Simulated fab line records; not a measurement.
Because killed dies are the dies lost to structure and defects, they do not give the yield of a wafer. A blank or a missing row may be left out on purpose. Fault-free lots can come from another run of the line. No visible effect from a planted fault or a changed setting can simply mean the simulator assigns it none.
What tool caused it? || flow sky130 || 12 lots with 36 wafers sampled at 4 steps, on a route of 708 steps

WHAT THE GAUGES READ, wafer by wafer
SKY_VIA2_BOW_MEAS_03.
{"lot": "L143", "measured": "day 35 11:23", "on": "film metro-01", "VIA2_BOW (um)": "93 94 79"}
{"lot": "L144", "measured": "day 35 15:04", "on": "film metro-02", "VIA2_BOW (um)": "80 81 94"}
{"lot": "L145", "measured": "day 35 16:37", "on": "film metro-01", "VIA2_BOW (um)": "91 92 89"}
{"lot": "L147", "measured": "day 36 07:46", "on": "film metro-01", "VIA2_BOW (um)": "91 92 81"}
{"lot": "L152", "measured": "day 37 19:35", "on": "film metro-03", "VIA2_BOW (um)": "84 85 84"}
{"lot": "L153", "measured": "day 37 21:45", "on": "film metro-03", "VIA2_BOW (um)": "88 79 88"}
{"lot": "L154", "measured": "day 38 11:21", "on": "film metro-01", "VIA2_BOW (um)": "90 96 89"}
{"lot": "L155", "measured": "day 38 16:34", "on": "film metro-02", "VIA2_BOW (um)": "84 68 86"}
{"lot": "L161", "measured": "day 40 22:37", "on": "film metro-03", "VIA2_BOW (um)": "97 84 69"}
{"lot": "L164", "measured": "day 42 03:34", "on": "film metro-02", "VIA2_BOW (um)": "97 87 90"}
{"lot": "L166", "measured": "day 42 04:10", "on": "film metro-01", "VIA2_BOW (um)": "90 88 92"}
{"lot": "L165", "measured": "day 42 11:04", "on": "film metro-03", "VIA2_BOW (um)": "94 88 77"}

SKY_METAL3_CD_MEAS_13: the cd target is 300 nm.
{"lot": "L143", "measured": "day 38 19:09", "on": "cd sem-02", "cd nm (nm)": "300.3 300.2 300.2"}
{"lot": "L144", "measured": "day 38 21:16", "on": "cd sem-01", "cd nm (nm)": "299.5 296.8 298.4"}
{"lot": "L145", "measured": "day 39 00:37", "on": "cd sem-01", "cd nm (nm)": "300.0 299.6 300.8"}
{"lot": "L147", "measured": "day 39 14:08", "on": "cd sem-01", "cd nm (nm)": "300.6 301.4 300.3"}
{"lot": "L152", "measured": "day 40 23:43", "on": "cd sem-02", "cd nm (nm)": "300.4 301.3 299.0"}
{"lot": "L153", "measured": "day 41 02:35", "on": "cd sem-01", "cd nm (nm)": "301.2 297.9 299.3"}
{"lot": "L154", "measured": "day 41 14:11", "on": "cd sem-01", "cd nm (nm)": "300.0 298.9 298.3"}
{"lot": "L155", "measured": "day 42 01:17", "on": "cd sem-01", "cd nm (nm)": "300.2 300.3 301.1"}
{"lot": "L161", "measured": "day 43 23:44", "on": "cd sem-02", "cd nm (nm)": "300.2 301.2 300.0"}
{"lot": "L166", "measured": "day 45 03:41", "on": "cd sem-01", "cd nm (nm)": "298.4 299.5 298.5"}

TOOL THAT RAN EACH LOT (tool first, then ch and the chambers of the sampled wafers, then the start)
{"lot": "L143", "SKY_METAL3_SPUTTER_00": "pvd sputter-04, day 36 15:04", "SKY_CAPM_STRIP_14": "plasma asher-03 ch 0,1, day 37 17:18"}
{"lot": "L144", "SKY_METAL3_SPUTTER_00": "pvd sputter-04, day 36 17:30", "SKY_CAPM_STRIP_14": "plasma asher-04 ch 0,1, day 37 19:45"}
{"lot": "L145", "SKY_METAL3_SPUTTER_00": "pvd sputter-01, day 36 20:02", "SKY_CAPM_STRIP_14": "plasma asher-04 ch 0,1, day 37 22:25"}
{"lot": "L147", "SKY_METAL3_SPUTTER_00": "pvd sputter-04, day 37 10:47", "SKY_CAPM_STRIP_14": "plasma asher-03 ch 0,1, day 38 12:26"}
{"lot": "L152", "SKY_METAL3_SPUTTER_00": "pvd sputter-03, day 38 22:15", "SKY_CAPM_STRIP_14": "plasma asher-01 ch 0,1, day 39 22:40"}
{"lot": "L153", "SKY_METAL3_SPUTTER_00": "pvd sputter-04, day 39 00:28", "SKY_CAPM_STRIP_14": "plasma asher-04 ch 0, day 40 01:17"}
{"lot": "L154", "SKY_METAL3_SPUTTER_00": "pvd sputter-04, day 39 13:51", "SKY_CAPM_STRIP_14": "plasma asher-01 ch 0,1, day 40 14:13"}
{"lot": "L155", "SKY_METAL3_SPUTTER_00": "pvd sputter-04, day 39 18:51", "SKY_CAPM_STRIP_14": "plasma asher-04 ch 0,1, day 41 00:29"}
{"lot": "L161", "SKY_METAL3_SPUTTER_00": "pvd sputter-03, day 42 00:16", "SKY_CAPM_STRIP_14": "plasma asher-01 ch 0,1, day 43 00:41"}
{"lot": "L164", "SKY_METAL3_SPUTTER_00": "pvd sputter-03, day 43 04:51", "SKY_CAPM_STRIP_14": "plasma asher-01 ch 0,1, day 44 03:17"}
{"lot": "L166", "SKY_METAL3_SPUTTER_00": "pvd sputter-04, day 43 05:38", "SKY_CAPM_STRIP_14": "plasma asher-01 ch 0,1, day 44 04:23"}
{"lot": "L165", "SKY_METAL3_SPUTTER_00": "pvd sputter-04, day 43 11:12", "SKY_CAPM_STRIP_14": "plasma asher-04 ch 0,1, day 44 09:31"}
- SKY_METAL3_SPUTTER_00: material Ti, target thk 15 nm, time 10 s.
- SKY_CAPM_STRIP_14: strips in O2/N2.

WHAT THE TOOLS THEMSELVES READ (means of the sampled wafers that have a number; where no wafer has one, the mark that the record gives instead)
SKY_METAL3_SPUTTER_00.
{"lot": "L143", "tool": "pvd sputter-04", "cathode dc power W (W)": 2999.9, "chamber pressure pa (Pa)": 0.3999, "throttle valve pct (%)": 30.1}
{"lot": "L144", "tool": "pvd sputter-04", "cathode dc power W (W)": 2999.6, "chamber pressure pa (Pa)": 0.4003, "throttle valve pct (%)": 30.5}
{"lot": "L145", "tool": "pvd sputter-01", "cathode dc power W (W)": 2999.7, "chamber pressure pa (Pa)": 0.4004, "throttle valve pct (%)": 29.4}
{"lot": "L147", "tool": "pvd sputter-04", "cathode dc power W (W)": 2999.6, "chamber pressure pa (Pa)": 0.4003, "throttle valve pct (%)": 30.3}
{"lot": "L152", "tool": "pvd sputter-03", "cathode dc power W (W)": 3000.6, "chamber pressure pa (Pa)": 0.4010, "throttle valve pct (%)": 29.2}
{"lot": "L153", "tool": "pvd sputter-04", "cathode dc power W (W)": 3000.0, "chamber pressure pa (Pa)": 0.3999, "throttle valve pct (%)": 30.5}
{"lot": "L154", "tool": "pvd sputter-04", "cathode dc power W (W)": 3000.4, "chamber pressure pa (Pa)": 0.4001, "throttle valve pct (%)": 30.3}
{"lot": "L155", "tool": "pvd sputter-04", "cathode dc power W (W)": 3000.1, "chamber pressure pa (Pa)": 0.3993, "throttle valve pct (%)": 30.2}
{"lot": "L161", "tool": "pvd sputter-03", "cathode dc power W (W)": 3000.4, "chamber pressure pa (Pa)": 0.3997, "throttle valve pct (%)": 30.8}
{"lot": "L164", "tool": "pvd sputter-03", "cathode dc power W (W)": 3000.4, "chamber pressure pa (Pa)": 0.4001, "throttle valve pct (%)": 29.9}
{"lot": "L166", "tool": "pvd sputter-04", "cathode dc power W (W)": 2999.8, "chamber pressure pa (Pa)": 0.4008, "throttle valve pct (%)": 30.0}
{"lot": "L165", "tool": "pvd sputter-04", "cathode dc power W (W)": 3000.0, "chamber pressure pa (Pa)": 0.3986, "throttle valve pct (%)": 30.1}

SKY_CAPM_STRIP_14.
{"lot": "L143", "tool": "plasma asher-03", "chamber pressure mTorr (mTorr)": 1498.8, "drypump motor current A (A)": 5.8, "oes product au (a.u.)": 0.711, "strip time to endpoint s (s)": 12.62}
{"lot": "L144", "tool": "plasma asher-04", "chamber pressure mTorr (mTorr)": 1500.4, "drypump motor current A (A)": 5.8, "oes product au (a.u.)": 0.709, "strip time to endpoint s (s)": 12.63}
{"lot": "L145", "tool": "plasma asher-04", "chamber pressure mTorr (mTorr)": 1500.5, "drypump motor current A (A)": 5.5, "oes product au (a.u.)": 0.705, "strip time to endpoint s (s)": 12.63}
{"lot": "L147", "tool": "plasma asher-03", "chamber pressure mTorr (mTorr)": 1499.6, "drypump motor current A (A)": 6.2, "oes product au (a.u.)": 0.711, "strip time to endpoint s (s)": 12.58}
{"lot": "L152", "tool": "plasma asher-01", "chamber pressure mTorr (mTorr)": 1500.2, "drypump motor current A (A)": 5.8, "oes product au (a.u.)": 0.712, "strip time to endpoint s (s)": 12.61}
{"lot": "L153", "tool": "plasma asher-04", "chamber pressure mTorr (mTorr)": 1500.2, "drypump motor current A (A)": 6.2, "oes product au (a.u.)": 0.713, "strip time to endpoint s (s)": 12.60}
{"lot": "L154", "tool": "plasma asher-01", "chamber pressure mTorr (mTorr)": 1498.9, "drypump motor current A (A)": 5.8, "oes product au (a.u.)": 0.713, "strip time to endpoint s (s)": 12.62}
{"lot": "L155", "tool": "plasma asher-04", "chamber pressure mTorr (mTorr)": 1500.9, "drypump motor current A (A)": 5.4, "oes product au (a.u.)": 0.708, "strip time to endpoint s (s)": 12.61}
{"lot": "L161", "tool": "plasma asher-01", "chamber pressure mTorr (mTorr)": 1500.2, "drypump motor current A (A)": 5.8, "oes product au (a.u.)": 0.706, "strip time to endpoint s (s)": 12.70}
{"lot": "L164", "tool": "plasma asher-01", "chamber pressure mTorr (mTorr)": "-", "drypump motor current A (A)": "-", "oes product au (a.u.)": "-", "strip time to endpoint s (s)": "-"}
{"lot": "L166", "tool": "plasma asher-01", "chamber pressure mTorr (mTorr)": 1500.5, "drypump motor current A (A)": 5.8, "oes product au (a.u.)": 0.713, "strip time to endpoint s (s)": 12.66}
{"lot": "L165", "tool": "plasma asher-04", "chamber pressure mTorr (mTorr)": "-", "drypump motor current A (A)": "-", "oes product au (a.u.)": "-", "strip time to endpoint s (s)": "-"}

THE ANSWER, worked out from the rows above alone
Rule: usual is defined by the lots themselves. The widest of any qualifying gaps counts: lots, ordered by their means at a reading, are off when they make up no more than a third of the lots, leave a main group of 4 or more, and stand apart from it by 3 or more times the standard deviation of that group's means. The tables above print the reading to a certain number of digits; a main group whose means all agree to those digits is not used. A lot without any number at a reading at which 4 lots or more have one is off too. The other lots that the step has rows for count as sound. After the gauges, taken in route order, come the tools' own readings; for these a lot's mean is taken, as printed above. The first step at which some lot is off is used, and at that step the reading that is off furthest; a lot without a number counts as furthest.
Off: L164, L165 (SKY_CAPM_STRIP_14, chamber pressure mTorr). Without a number there: L164, L165. The main group: mean 1500.0 mTorr, standard deviation 0.66.
If a tool, at that step or one of the process steps before it, ran each lot that is off and ran no sound lot following the first of them, it fits. None of those tried fits.

WHAT WAS PUT IN BY THE SIMULATOR
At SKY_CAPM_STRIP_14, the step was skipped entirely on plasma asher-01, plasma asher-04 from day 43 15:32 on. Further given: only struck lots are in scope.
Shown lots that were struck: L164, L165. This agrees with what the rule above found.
